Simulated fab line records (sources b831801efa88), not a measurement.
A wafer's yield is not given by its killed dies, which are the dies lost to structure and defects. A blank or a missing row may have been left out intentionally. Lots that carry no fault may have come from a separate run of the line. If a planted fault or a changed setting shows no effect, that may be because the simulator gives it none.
fab line records	flow sky130
[record] lots = 6	wafers = 18	last_day = 51
route steps=708 shown GATE_OXIDE@191 POLY_GATE@204 PAD_OPEN@708
lots untouched by any fault: they come from a run of this same line in which no faults occurred
start_h: hours from the record's first day to the start of the lot's first wafer shown	wait_h: time in hours since the lot's previous step	" repeats the value in the row above	L1.1+2: a single row standing in for several wafers	- either no value or no given start	* or withheld: withheld	< > ~ a bound
route shown NAME@n: NAME is a module with steps in the file, n the number in the route of the first one	usual: average and standard deviation across the fault-free wafers	same: alike in all rows	chamber/n: place in a boat	sites: each site's reading	_std_site: standard deviation of those values	_edge_site: mean of outer sites minus mean of inner sites	radius_mm: for every site, how far away it sits from the centre of the wafer	mask NAME#n: copy n	behind: the last tool/chamber to shape the wafer	hold: reason for holding the lot/hours on hold/outcome of the hold	device: the n, p or np transistor that did not switch	end of line: at the end of the route, the tests of the same wafers	a step given without rows: its recipe and nothing more	killed: count of dies lost to structure and defects at first sort (not the wafer's yield)	map: shows each die of a wafer: x if killed, . if not, _ if none is there
set.NAME: the setting the step ran with; set.NAME@STEP: the setting that earlier step ran with	model.NAME: the simulator's own value behind a step, which no gauge read
lots at some steps of the route; a table a step, a row a wafer
services: the hour from which a tool's chamber was out of use, counted from the record's first day as start_h (under 0 if before that day), plus the number of hours and why
[[steps]]
[step SKY_GATE_OXIDE_HMDS_04]
[recipe] prime_time_s = 60	prime_temp_c = 120
[step SKY_GATE_OXIDE_COAT_05]
[recipe] resist = NOVOLAK	spin_rpm = 3000	resist_thk_nm = 1140
[step SKY_GATE_OXIDE_SOFTBAKE_06]
[recipe] temp_c = 90	time_s = 60	resist = NOVOLAK
[step SKY_GATE_OXIDE_EXPOSE_07]
[recipe] mask_id = LVOM	na = 0.6	source_shape = conventional	sigma_outer = 0.6	polarization = unpolarized	target_cd_nm = 600	dose_mj = 170
[step SKY_GATE_OXIDE_PEB_08]
[recipe] temp_c = withheld	time_s = *	resist = NOVOLAK
[step SKY_GATE_OXIDE_DEVELOP_09]
[recipe] resist = NOVOLAK	developer = TMAH	develop_time_s = 60	dev_temp_c = 23
[step SKY_GATE_OXIDE_OVL_MEAS_10]
[usual] GATE_OXIDE_OVL = 0.3/1.4
lot.wafer	tool	chamber	start_h	wait_h	GATE_OXIDE_OVL[nm]
L322.1	overlay-02	-	331.71	0.1	-1.9
L322.2	"	-	"	"	-1.3
L322.5	"	-	"	"	-2.3
L324.1	overlay-02	-	351.46	0.1	0.6
L324.2	"	-	"	"	-0.8
L324.4	"	-	"	"	0.7
L329.2	overlay-02	-	392.97	0.1	-1.0
L329.4	"	-	"	"	-1.3
L329.6	"	-	"	"	-2.5
L335.2	overlay-02	-	475.31	0.1	1.3
L335.5	"	-	"	"	3.5
L335.6	"	-	"	"	0.6
L339.1	overlay-01	-	483.75	0.1	-0.9
L339.4	"	-	"	"	-0.7
L339.6	"	-	"	"	1.3
L340.1	overlay-01	-	496.71	0.1	-0.7
L340.4	"	-	"	"	-0.7
L340.6	"	-	"	"	0.6
[step SKY_GATE_OXIDE_IMPLANT_11]
[recipe] species = B	energy_kev = 10	dose_cm2 = 2.6e+12	tilt_deg = withheld
[step SKY_GATE_OXIDE_WET_ETCH_12]
[recipe] chemistry = dHF	target_depth_nm = 16.8	dry = n2_spin	target = SiO2	dilution = 100:1	temp_c = 25	time_s = 336
[step SKY_GATE_OXIDE_STRIP_13]
[recipe] chemistry = O2/N2	power_w = 1400	pressure_mtorr = 1500	platen_temp_c = withheld	o2_flow_sccm = 3000	n2_flow_sccm = 300	overash_fraction = 0.5
[usual] drypump_motor_current_A = 5.40/0.24	oes_product_au = 0.716/0.0042	strip_time_to_endpoint_s = 14.20/0.042
lot.wafer	tool	chamber	start_h	wait_h	drypump_motor_current_A	oes_product_au	rf_hours_counter_h	strip_time_to_endpoint_s
L322.1	plasma_asher-04	1	332.00	0.0	5.43	0.716	22	14.12
L322.2	"	0	"	"	5.57	0.718	22	14.17
L322.5	"	0	"	"	5.60	0.722	-	14.13
L324.1	plasma_asher-04	0	351.75	0.0	5.60	0.719	24	14.21
L324.2	"	1	"	"	5.41	0.716	24	14.18
L324.4	"	1	"	"	5.43	0.712	-	14.17
L329.2	plasma_asher-04	0	393.25	0.0	5.58	0.720	27	14.19
L329.4	"	0	"	"	5.62	0.711	-	14.17
L329.6	"	0	"	"	5.59	0.715	-	14.18
L335.2	plasma_asher-03	1	475.61	0.0	5.88	0.712	80	14.25
L335.5	"	0	"	"	4.83	0.714	-	14.21
L335.6	"	1	"	"	5.86	0.718	-	14.24
L339.1	plasma_asher-03	1	484.04	0.0	5.85	0.721	81	14.21
L339.4	"	0	"	"	4.84	0.715	-	14.23
L339.6	"	0	"	"	4.84	0.704	-	14.16
L340.1	plasma_asher-01	0	497.01	0.0	5.27	0.723	6	14.21
L340.4	"	0	"	"	5.25	0.719	-	14.19
L340.6	"	1	"	"	5.34	0.712	-	14.20
[step SKY_GATE_OXIDE_TW_MEAS_14]
[usual] GATE_OXIDE_TW = 224.3/0.96
lot.wafer	tool	chamber	start_h	wait_h	GATE_OXIDE_TW
L322.1	film_metro-02	-	332.10	0.1	223.4
L322.2	"	-	"	"	225.0
L322.5	"	-	"	"	224.4
L324.1	film_metro-04	-	351.85	0.1	223.8
L324.2	"	-	"	"	223.9
L324.4	"	-	"	"	224.9
L329.2	film_metro-02	-	393.36	0.1	224.0
L329.4	"	-	"	"	224.7
L329.6	"	-	"	"	226.2
L335.2	film_metro-01	-	475.72	0.1	223.9
L335.5	"	-	"	"	224.1
L335.6	"	-	"	"	224.5
L339.1	film_metro-04	-	484.14	0.1	225.0
L339.4	"	-	"	"	225.9
L339.6	"	-	"	"	225.3
L340.1	film_metro-01	-	497.11	0.1	224.6
L340.4	"	-	"	"	224.2
L340.6	"	-	"	"	224.9
[step SKY_GATE_OXIDE_CLEAN_15]
[recipe] chemistry = SC1/SC2	mix = 1:4:20	temp_c = 70	time_s = 150	dry = n2_spin
[step SKY_GATE_OXIDE_OXIDATION_16]
[recipe] temp_c = 800	ambient = O2	idle_temp_c = 700	ramp_up_c_per_min = 10	ramp_down_c_per_min = 3	stabilise_s = 600	purge_s = 300	target_thk_a = 35.7	ox_time_s = 1915
[usual] ramp_down_c_per_min = 3.0000/0.00053	tube_center_temp_C = 800/0.067	zone_power_centre_pct = 16.0/0.96
lot.wafer	tool	chamber	start_h	wait_h	ramp_down_c_per_min	tube_center_temp_C	zone_power_centre_pct
L329.2	furnace-02	0	393.46	0.0	2.9987	799.88	15.0
L329.4	"	0	"	"	2.9992	799.99	14.9
L329.6	"	0	"	"	2.9992	799.98	15.0
L322.1	furnace-02	0	452.79	120.6	2.9994	799.98	15.0
L322.2	"	0	"	"	3.0002	799.88	14.9
L322.5	"	0	"	"	3.0001	799.93	14.9
L324.1	furnace-01	0	473.03	121.1	3.0008	800.03	16.7
L324.2	"	0	"	"	3.0004	799.96	17.2
L324.4	"	0	"	"	3.0002	800.02	16.7
L335.2	furnace-01	0	475.82	0.0	2.9996	799.99	17.0
L335.5	"	0	"	"	3.0001	800.03	16.6
L335.6	"	0	"	"	3.0009	800.06	17.1
L339.1	furnace-01	0	484.30	0.0	2.9990	800.06	17.1
L339.4	"	0	"	"	2.9998	799.95	17.0
L339.6	"	0	"	"	3.0006	799.96	16.8
L340.1	furnace-02	0	497.31	0.1	3.0003	800.02	15.2
L340.4	"	0	"	"	3.0003	800.01	15.3
L340.6	"	0	"	"	2.9995	800	15.2
[step SKY_POLY_GATE_CVD_00]
[recipe] material = poly-Si	target_thk_nm = 180	temp_c = 620	time_s = 720	pressure_mtorr = 200
[step SKY_PAD_OPEN_PROBE_99]
[usual] killed_at_M0_to_M3 = 42/6.3	killed_at_M4_up = 3.2/1.9	killed_at_contacts = 24/5.8	killed_at_front_end = 15/4.3	killed_at_other = 0.2/0.62	killed_dies = 85/9.3	killed_open = 46/6.8	killed_short = 38/6.1
[same] gross_dies = 492	killed_at_back_side = 0
lot.wafer	tool	chamber	start_h	wait_h	killed_at_M0_to_M3	killed_at_M4_up	killed_at_contacts	killed_at_front_end	killed_at_other	killed_dies	killed_open	killed_short	model.etest.cap_thin_oxide.gate_bv_v	model.etest.cap_thin_oxide.tox_acc_nm	model.etest.pfet_01v8.tox_inv_nm	model.etest.nfet_01v8.tox_inv_nm	model.etest.nfet_01v8.vt_long_v	model.etest.nfet_01v8_turned.vt_v
L329.2	prober-01	-	1127.99	0.1	35	6	18	19	0	78	38	39	6.955	4.337	4.398	4.359	0.5444	0.7064
L329.4	prober-01	-	1128.09	0.2	37	3	18	23	0	81	42	38	7.02	4.352	4.446	4.409	0.5462	0.7132
L329.6	prober-01	-	1128.19	0.2	39	1	23	22	0	85	42	43	7.034	4.326	4.419	4.314	0.5399	0.7016
L335.2	prober-01	-	1184.46	0.1	37	6	16	17	0	76	40	36	6.987	4.386	4.454	4.399	0.541	0.7049
L335.5	prober-01	-	1184.61	0.2	46	2	24	15	0	87	52	35	6.872	4.289	4.355	4.299	0.5346	0.6941
L335.6	prober-01	-	1184.66	0.2	50	3	32	14	0	99	52	47	6.94	4.32	4.341	4.345	0.5382	0.6926
L339.1	prober-01	-	1185.91	0.1	46	7	19	9	1	82	39	43	7.095	4.373	4.447	4.385	0.5406	0.6966
L339.4	prober-01	-	1186.06	0.2	46	6	22	15	0	89	53	35	6.924	4.389	4.408	4.389	0.5477	0.7017
L339.6	prober-01	-	1186.16	0.2	40	4	20	10	0	74	40	34	7.041	4.346	4.425	4.359	0.5443	0.7022
L340.1	prober-02	-	1189.74	0.1	38	2	30	13	0	83	44	39	6.909	4.356	4.423	4.385	0.5453	0.7073
L340.4	prober-02	-	1189.89	0.2	36	3	32	23	0	94	54	39	7.027	4.381	4.412	4.377	0.5463	0.7074
L340.6	prober-02	-	1189.99	0.2	46	0	37	9	0	92	45	47	6.866	4.364	4.428	4.423	0.5456	0.7074
L322.1	prober-02	-	1212.82	0.1	44	2	20	15	0	81	42	37	6.343	4.4	4.464	4.429	0.552	0.7151
L322.2	prober-02	-	1212.87	0.1	47	3	18	18	1	87	44	41	6.412	4.439	4.477	4.443	0.5469	0.7145
L322.5	prober-02	-	1213.02	0.2	48	8	27	13	3	99	53	40	6.468	4.39	4.436	4.429	0.5462	0.7071
L324.1	prober-02	-	1221.14	0.1	48	4	20	16	2	90	50	39	6.229	4.137	4.17	4.181	0.5225	0.6801
L324.2	prober-02	-	1221.19	0.1	40	4	36	13	2	95	46	47	6.333	4.166	4.222	4.217	0.5322	0.6923
L324.4	prober-02	-	1221.29	0.2	35	4	26	14	0	79	42	36	6.418	4.148	4.212	4.195	0.5287	0.6884
// killed by level:class
L329.2 VIA1:geometric_particle:open=8 METAL1:geometric_particle:short=7 CONTACT:geometric_particle:open=6 SPACER:geometric_particle:open=5 METAL2:geometric_particle:short=5 LI_CONTACT:geometric_particle:short=5 FIELD_ISO:geometric_particle:short=4 SPACER:geometric_particle:short=4
L329.4 FIELD_ISO:geometric_particle:short=9 VIA2:geometric_particle:open=9 LI_CONTACT:geometric_particle:open=7 METAL2:geometric_particle:short=7 POLY_GATE:geometric_particle:open=6 VIA3:geometric_particle:open=6 VIA1:geometric_particle:open=6 VIA1:geometric_particle:short=4
L329.6 CONTACT:geometric_particle:open=9 VIA2:geometric_particle:short=8 FIELD_ISO:geometric_particle:short=7 VIA2:geometric_particle:open=7 LOCAL_INTERCONNECT:geometric_particle:short=5 LI_CONTACT:geometric_particle:open=4 FIELD_ISO:geometric_particle:open=4 VIA3:geometric_particle:open=4
L335.2 VIA1:geometric_particle:open=10 POLY_GATE:geometric_particle:open=7 LI_CONTACT:geometric_particle:open=6 METAL2:geometric_particle:short=5 VIA3:geometric_particle:short=5 CONTACT:geometric_particle:short=4 VIA1:geometric_particle:short=4 VIA2:geometric_particle:short=4
L335.5 VIA3:geometric_particle:open=11 VIA1:geometric_particle:open=9 CONTACT:geometric_particle:open=8 LI_CONTACT:geometric_particle:open=7 FIELD_ISO:geometric_particle:short=5 METAL1:geometric_particle:short=5 VIA1:geometric_particle:short=4 VIA2:geometric_particle:open=4
L335.6 CONTACT:geometric_particle:open=14 VIA1:geometric_particle:open=9 VIA3:geometric_particle:open=8 VIA1:geometric_particle:short=7 CONTACT:geometric_particle:short=6 FIELD_ISO:geometric_particle:short=5 LI_CONTACT:geometric_particle:open=5 VIA2:geometric_particle:open=5
L339.1 VIA3:geometric_particle:open=9 VIA2:geometric_particle:open=8 CONTACT:geometric_particle:short=6 VIA1:geometric_particle:open=6 METAL4:geometric_particle:short=6 VIA1:geometric_particle:short=5 LI_CONTACT:geometric_particle:open=4 METAL1:geometric_particle:short=4
L339.4 CONTACT:geometric_particle:open=9 VIA3:geometric_particle:open=9 VIA1:geometric_particle:open=8 VIA2:geometric_particle:open=7 LI_CONTACT:geometric_particle:open=6 METAL4:geometric_particle:short=6 FIELD_ISO:geometric_particle:open=4 POLY_GATE:geometric_particle:open=4
L339.6 VIA1:geometric_particle:open=10 VIA3:geometric_particle:open=7 METAL1:geometric_particle:short=7 POLY_GATE:geometric_particle:open=5 LI_CONTACT:geometric_particle:open=5 LOCAL_INTERCONNECT:geometric_particle:short=5 CONTACT:geometric_particle:open=4 VIA1:geometric_particle:short=4
L340.1 CONTACT:geometric_particle:open=11 METAL1:geometric_particle:short=9 LI_CONTACT:geometric_particle:open=7 VIA1:geometric_particle:open=5 VIA3:geometric_particle:open=5 POLY_GATE:geometric_particle:short=4 LOCAL_INTERCONNECT:geometric_particle:short=4 FIELD_ISO:geometric_particle:short=3
L340.4 CONTACT:geometric_particle:open=12 LI_CONTACT:geometric_particle:open=10 FIELD_ISO:geometric_particle:open=9 VIA1:geometric_particle:open=8 VIA1:geometric_particle:short=7 FIELD_ISO:geometric_particle:short=6 METAL1:geometric_particle:short=5 METAL2:geometric_particle:short=5
L340.6 CONTACT:geometric_particle:short=10 LI_CONTACT:geometric_particle:open=9 CONTACT:geometric_particle:open=9 VIA2:geometric_particle:open=9 VIA3:geometric_particle:open=8 METAL2:geometric_particle:short=7 VIA1:geometric_particle:open=7 LI_CONTACT:geometric_particle:short=5
L322.1 CONTACT:geometric_particle:open=8 VIA3:geometric_particle:open=8 METAL3:geometric_particle:short=7 VIA1:geometric_particle:open=6 VIA2:geometric_particle:short=6 POLY_GATE:geometric_particle:open=4 POLY_GATE:geometric_particle:short=4 LI_CONTACT:geometric_particle:open=4
L322.2 METAL1:geometric_particle:short=12 VIA1:geometric_particle:open=10 POLY_GATE:geometric_particle:open=7 FIELD_ISO:geometric_particle:open=6 METAL2:geometric_particle:short=5 VIA3:geometric_particle:open=5 CONTACT:geometric_particle:open=4 LOCAL_INTERCONNECT:geometric_particle:short=4
L322.5 VIA1:geometric_particle:open=14 LI_CONTACT:geometric_particle:open=10 METAL1:geometric_particle:short=9 CONTACT:geometric_particle:open=8 VIA2:geometric_particle:open=7 POLY_GATE:geometric_particle:open=6 VIA3:geometric_particle:open=4 METAL2:geometric_particle:short=4
L324.1 VIA1:geometric_particle:open=14 FIELD_ISO:geometric_particle:short=9 LI_CONTACT:geometric_particle:open=8 VIA2:geometric_particle:open=8 METAL3:geometric_particle:short=6 METAL2:geometric_particle:short=6 CONTACT:geometric_particle:open=6 VIA3:geometric_particle:open=6
L324.2 CONTACT:geometric_particle:open=14 CONTACT:geometric_particle:short=9 LOCAL_INTERCONNECT:geometric_particle:short=8 VIA1:geometric_particle:open=8 VIA1:geometric_particle:short=6 METAL2:geometric_particle:short=6 FIELD_ISO:geometric_particle:open=5 FIELD_ISO:geometric_particle:short=4
L324.4 CONTACT:geometric_particle:open=9 CONTACT:geometric_particle:short=9 VIA1:geometric_particle:open=8 VIA3:geometric_particle:open=6 LI_CONTACT:geometric_particle:open=5 METAL2:geometric_particle:short=5 FIELD_ISO:geometric_particle:open=4 VIA2:geometric_particle:open=4
[[services]]
tool	chamber	start_h	hours	kind
furnace-02	-	318.17	3.2	pm
furnace-01	-	408.42	3.8	pm
plasma_asher-03	-	408.43	2.8	pm
plasma_asher-01	-	421.25	9.0	pm
plasma_asher-01	0	421.25	9.0	vent_cycle
plasma_asher-01	1	421.25	9.0	vent_cycle
plasma_asher-01	0	430.25	-	clean
plasma_asher-01	1	430.25	-	clean
furnace-02	-	432.81	5.1	pm
[[key]]
[first_sign] step = SKY_GATE_OXIDE_OXIDATION_16	reading = wait_h	direction = changed
effect none on later readings
[model_effect] step = SKY_PAD_OPEN_PROBE_99	value = etest.cap_thin_oxide.gate_bv_v	without = 6.879	struck = 6.367
met_at SKY_GATE_OXIDE_OXIDATION_16
struck_wafers L322.1,L322.2,L322.5,L324.1,L324.2,L324.4
tester_left_out L322,L324
[fault] kind = queue_time_violation	tool = furnace-01,furnace-02	chamber = 0	onset_h = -	steps = SKY_GATE_OXIDE_OXIDATION_16	delay_hr = 120	scope = struck_lots_only
// tester_left_out: of these lots the tester's yield and bins aren't shown, on N5 and GAA mostly nor the transistor test; their killed dies are dies lost to structure and defects alone, not to doping, threshold or leakage, so they don't give the yield
